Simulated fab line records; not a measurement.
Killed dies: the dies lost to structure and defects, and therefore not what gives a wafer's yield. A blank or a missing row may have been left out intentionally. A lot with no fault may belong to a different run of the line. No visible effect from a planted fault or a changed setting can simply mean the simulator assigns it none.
fab line records    flow sky130
[record] lots = 14  wafers = 42  last_day = 50
route steps=708 shown VIA4@650 METAL5@665
lots that met no fault: from a run of the same line without faults
start_h: start of the lot's first displayed wafer, in hours after the record's first day    wait_h: hours since the lot's step before    " unchanged from the row above    L1.1+2: several wafers, shown together as one row    - no value present, or no start provided    * or withheld: withheld    < > ~ a bound
route shown NAME@n: a module of which the file shows steps, and the number in the route of the first    usual: mean/standard deviation of fault-free wafers    same: alike in all rows    chamber/n: place in a boat    sites: each site's reading    _std_site: standard deviation of those values    _edge_site: outer sites' mean less inner sites'    radius_mm: for every site, how far away it sits from the centre of the wafer    mask NAME#n: copy n    behind: the last tool/chamber to shape the wafer    hold: the reason the lot was held/the length of the hold in hours/how it ended    device: which transistor (n, p or np) failed to switch    end of line: at the end of the route, the tests of the same wafers    for a step that has no rows: nothing shown but its recipe    killed: dies lost to structure and defects at the first sort, not the wafer's yield    map: per-die view of a wafer (x killed, . not killed, _ where there is no die)
set.NAME: the setting the step ran with; set.NAME@STEP: the setting that earlier step ran with    model.NAME: the simulator's own value behind a step, which no gauge read
one table for each step of the route and one row for each wafer, over a sample of lots
services: from which hour (start_h, from the record's first day; less than 0 if before it) a tool's chamber was out of use, for how many hours, and why
[[steps]]
[step SKY_VIA4_OVL_MEAS_11]
[usual] VIA4_OVL = 0.0/1.5
lot.wafer  tool        chamber  start_h  wait_h  VIA4_OVL[nm]
L839.2     overlay-02  -        1031.56  0.1     1.1
L839.4     "           -        "        "       1.3
L839.5     "           -        "        "       1.5
L838.1     overlay-02  -        1034.69  0.1     0.0
L838.4     "           -        "        "       -0.6
L838.6     "           -        "        "       -1.9
L840.2     overlay-01  -        1038.86  0.1     -0.2
L840.3     "           -        "        "       1.1
L840.5     "           -        "        "       0.2
L841.2     overlay-01  -        1040.16  0.1     1.9
L841.4     "           -        "        "       -0.4
L841.5     "           -        "        "       0.0
L844.2     overlay-01  -        1064.81  0.1     -0.4
L844.3     "           -        "        "       -1.2
L844.6     "           -        "        "       -1.3
L846.1     overlay-02  -        1066.25  0.1     -1.0
L846.3     "           -        "        "       -1.8
L846.6     "           -        "        "       -1.3
L845.2     overlay-01  -        1066.56  0.1     -0.9
L845.3     "           -        "        "       -1.3
L845.6     "           -        "        "       -1.5
L849.1     overlay-01  -        1087.85  0.1     -0.6
L849.2     "           -        "        "       -0.1
L849.4     "           -        "        "       -0.2
L854.1     overlay-02  -        1109.40  0.1     1.8
L854.2     "           -        "        "       3.1
L854.6     "           -        "        "       3.3
L857.2     overlay-02  -        1129.31  0.1     0.8
L857.5     "           -        "        "       1.6
L857.6     "           -        "        "       0.1
L858.1     overlay-02  -        1137.19  0.1     -1.2
L858.2     "           -        "        "       -0.2
L858.4     "           -        "        "       0.5
L859.2     overlay-01  -        1141.71  0.1     -1.7
L859.3     "           -        "        "       -2.4
L859.4     "           -        "        "       -0.7
L861.2     overlay-02  -        1145.81  0.1     -1.8
L861.5     "           -        "        "       -3.1
L861.6     "           -        "        "       -2.4
L860.2     overlay-01  -        1150.36  0.1     -2.4
L860.4     "           -        "        "       -2.3
L860.6     "           -        "        "       -2.1
[step SKY_VIA4_ETCH_12]
[recipe] target = SiO2  chemistry = C4F8/O2/Ar  stop_on = TiN  mask_material = NOVOLAK  source_w = 1500  bias_w = 1200  pressure_mtorr = 40  c4f8_flow_sccm = withheld  O2_flow_sccm = 6  Ar_flow_sccm = 300  time_s = withheld  target_depth_a = 5800
[usual] oes_product_au = 0.936/0.005  rf_fwd_power_W = 1491/5
lot.wafer  tool         chamber  start_h  wait_h  oes_product_au  rf_fwd_power_W
L839.2     rie_diel-03  1        1031.59  0.0     0.935           1485
L839.4     "            3        "        "       0.944           1496
L839.5     "            1        "        "       0.941           1488
L838.1     rie_diel-03  2        1034.73  0.0     0.937           1502
L838.4     "            1        "        "       0.939           1484
L838.6     "            2        "        "       0.946           1486
L840.2     rie_diel-01  2        1038.89  0.0     0.944           1492
L840.3     "            0        "        "       0.941           1496
L840.5     "            0        "        "       0.936           1487
L841.2     rie_diel-01  3        1040.19  0.0     0.938           1496
L841.4     "            2        "        "       0.940           1500
L841.5     "            1        "        "       0.933           1488
L844.2     rie_diel-01  0        1064.84  0.0     0.932           1482
L844.3     "            3        "        "       0.932           1498
L844.6     "            0        "        "       0.938           1487
L846.1     rie_diel-03  2        1066.29  0.0     0.938           1491
L846.3     "            1        "        "       0.941           1496
L846.6     "            1        "        "       0.932           1489
L845.2     rie_diel-03  0        1066.59  0.0     0.938           1494
L845.3     "            1        "        "       0.932           1492
L845.6     "            1        "        "       0.939           1485
L849.1     rie_diel-03  0        1087.88  0.0     0.934           1255
L849.2     "            2        "        "       0.936           1484
L849.4     "            3        "        "       0.933           1492
L854.1     rie_diel-03  0        1109.44  0.0     0.931           1252
L854.2     "            1        "        "       0.929           1489
L854.6     "            2        "        "       0.937           1501
L857.2     rie_diel-02  3        1129.34  0.0     0.949           1485
L857.5     "            2        "        "       0.930           1493
L857.6     "            1        "        "       0.935           1495
L858.1     rie_diel-01  3        1137.22  0.0     0.934           1495
L858.2     "            1        "        "       0.938           1491
L858.4     "            0        "        "       0.931           1491
L859.2     rie_diel-01  3        1141.74  0.0     0.927           1498
L859.3     "            1        "        "       0.934           1491
L859.4     "            0        "        "       0.937           1483
L861.2     rie_diel-02  2        1145.84  0.0     0.940           1489
L861.5     "            0        "        "       0.936           1483
L861.6     "            1        "        "       0.936           1486
L860.2     rie_diel-02  2        1150.39  0.0     0.929           1485
L860.4     "            3        "        "       0.948           1489
L860.6     "            3        "        "       0.943           1485
[step SKY_VIA4_CMP_21]
[recipe] stop_on = SiO2  t_overpolish_s = 25  down_force_psi = 3.5  platen_rpm = 60  target_thk_nm = 0  pad_velocity_m_s = 0.94248
[usual] motor_current_A = 11.0/0.71  overpolish_run_s = 25.000/0.0087  time_to_endpoint_s = 118/5.4
lot.wafer  tool    chamber  start_h  wait_h  motor_current_A  overpolish_run_s  time_to_endpoint_s
L839.4     cmp-01  3        1032.70  0.1     11.3             25.021            118
L839.2     "       0        "        "       11.5             24.998            113
L839.5     "       2        "        "       11.0             24.995            115
L838.1     cmp-02  2        1035.79  0.1     10.6             24.984            126
L838.4     "       3        "        "       9.8              24.992            129
L838.6     "       3        "        "       10.0             25.020            125
L840.2     cmp-02  0        1040.04  0.1     10.5             25.007            122
L840.3     "       2        "        "       10.2             25.003            130
L840.5     "       3        "        "       9.7              24.992            127
L841.2     cmp-01  0        1041.25  0.0     10.9             24.992            112
L841.4     "       1        "        "       11.6             25.004            119
L841.5     "       1        "        "       11.5             24.994            118
L844.3     cmp-02  1        1066.81  0.3     12.3             25.006            128
L844.2     "       3        "        "       9.7              24.997            118
L844.6     "       0        "        "       10.5             24.997            117
L845.3     cmp-01  2        1067.77  0.1     10.9             25.014            114
L845.2     "       3        "        "       11.7             25.012            121
L845.6     "       0        "        "       11.0             25.004            108
L846.3     cmp-02  2        1067.80  0.1     10.4             24.989            127
L846.1     "       3        "        "       10.0             25.002            123
L846.6     "       0        "        "       10.6             25.005            123
L849.1     cmp-01  3        1089.69  0.5     11.7             25.011            117
L849.2     "       1        "        "       11.2             25.003            114
L849.4     "       2        "        "       11.0             25.009            112
L854.1     cmp-02  3        1110.50  0.1     9.6              25.001            124
L854.2     "       0        "        "       10.5             25.016            121
L854.6     "       3        "        "       10.0             25.015            115
L857.2     cmp-01  0        1130.70  0.2     10.9             25.009            111
L857.6     "       1        "        "       11.2             24.992            114
L857.5     "       2        "        "       10.8             24.999            118
L858.4     cmp-02  0        1138.33  0.1     10.0             24.981            115
L858.2     "       1        "        "       12.5             25.006            121
L858.1     "       2        "        "       10.7             25.003            122
L859.3     cmp-01  0        1142.82  0.0     10.9             25.012            111
L859.4     "       2        "        "       11.2             25.012            111
L859.2     "       3        "        "       10.9             24.997            120
L861.2     cmp-02  2        1147.03  0.1     10.9             25.002            118
L861.6     "       0        "        "       10.6             24.994            104
L861.5     "       1        "        "       12.3             24.991            118
L860.4     cmp-02  3        1151.66  0.1     9.7              24.999            117
L860.2     "       1        "        "       12.7             25.011            122
L860.6     "       2        "        "       10.3             24.995            125
[step SKY_METAL5_SPUTTER_04]
[recipe] material = TiN  target_thk_nm = 70  power_w = 6500  time_s = 58.3  chamber_pressure_pa = 0.4
[usual] throttle_valve_pct = 30.2/0.88
lot.wafer  tool            chamber  start_h  wait_h  throttle_valve_pct
L839.2     pvd_sputter-04  -        1033.06  0.0     29.9
L839.4     "               -        "        "       30.8
L839.5     "               -        "        "       30.5
L838.1     pvd_sputter-01  -        1036.21  0.0     29.6
L838.4     "               -        "        "       30.9
L838.6     "               -        "        "       30.8
L840.2     pvd_sputter-01  -        1040.40  0.0     30.9
L840.3     "               -        "        "       30.9
L840.5     "               -        "        "       30.5
L841.2     pvd_sputter-04  -        1041.66  0.0     30.1
L841.4     "               -        "        "       29.5
L841.5     "               -        "        "       30.0
L844.2     pvd_sputter-03  -        1067.17  0.0     32.2
L844.3     "               -        "        "       29.7
L844.6     "               -        "        "       32.1
L845.2     pvd_sputter-04  -        1068.09  0.0     30.2
L845.3     "               -        "        "       29.9
L845.6     "               -        "        "       30.3
L846.1     pvd_sputter-01  -        1068.12  0.0     31.1
L846.3     "               -        "        "       30.6
L846.6     "               -        "        "       30.8
L849.1     pvd_sputter-01  -        1090.11  0.0     29.7
L849.2     "               -        "        "       30.4
L849.4     "               -        "        "       31.3
L854.1     pvd_sputter-01  -        1110.91  0.0     29.7
L854.2     "               -        "        "       30.7
L854.6     "               -        "        "       31.0
L857.2     pvd_sputter-04  -        1130.97  0.0     29.5
L857.5     "               -        "        "       29.8
L857.6     "               -        "        "       30.1
L858.1     pvd_sputter-04  -        1138.70  0.0     29.5
L858.2     "               -        "        "       29.9
L858.4     "               -        "        "       30.5
L859.2     pvd_sputter-01  -        1143.24  0.0     29.4
L859.3     "               -        "        "       28.7
L859.4     "               -        "        "       30.7
L861.2     pvd_sputter-01  -        1147.35  0.0     28.7
L861.5     "               -        "        "       28.8
L861.6     "               -        "        "       30.9
L860.2     pvd_sputter-01  -        1152.02  0.0     28.8
L860.4     "               -        "        "       30.9
L860.6     "               -        "        "       29.4
[[services]]
tool            chamber  start_h  hours  kind
rie_diel-01     -        1011.53  14.6   pm
cmp-02          -        1011.79  2.3    repair
cmp-01          -        1015.77  4.3    repair
rie_diel-03     0        1034.57  -      clean
rie_diel-03     0        1034.57  21.6   scheduled_down
rie_diel-03     0        1034.57  21.6   vent_cycle
cmp-02          -        1058.54  3.6    pm
rie_diel-02     -        1060.15  15.6   pm
rie_diel-03     2        1066.54  9.2    repair
cmp-01          -        1071.48  3.0    repair
pvd_sputter-03  -        1085.52  1.1    repair
cmp-02          -        1087.02  4.0    pm
cmp-02          -        1091.02  -      consumable_replace:conditioner
cmp-02          -        1091.02  -      consumable_replace:pad
pvd_sputter-01  -        1099.34  0.6    repair
rie_diel-03     1        1099.49  7.7    repair
pvd_sputter-01  -        1108.35  2.0    repair
pvd_sputter-01  -        1109.12  1.2    repair
cmp-01          -        1110.25  0.5    repair
pvd_sputter-03  -        1135.99  4.0    repair
[[key]]
[first_sign] step = SKY_VIA4_ETCH_12  reading = rf_fwd_power_W  direction = down  sigmas = 47  usual = 1491  struck = 1253
effect none on later readings
met_at SKY_VIA4_ETCH_12
struck_lots L849,L854
struck_wafers L849.1,L854.1
sort_left_out L849.1,L854.1
not_acting_at SKY_VIA4_OVL_MEAS_11,SKY_VIA4_CMP_21,SKY_METAL5_SPUTTER_04
onset_between 1066.59 1087.88
[fault] kind = process_parameter_drift  tool = rie_diel-03  chamber = 0  onset_h = 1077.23  steps = SKY_VIA4_ETCH_12  channel = source_w  offset = -240  shape = step  end_h = 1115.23  acts_in = these_recipes_only  stated = 1500
// sort_left_out: the simulated sort isn't trusted on such a fault, so these wafers' sort isn't shown, and their yield isn't known
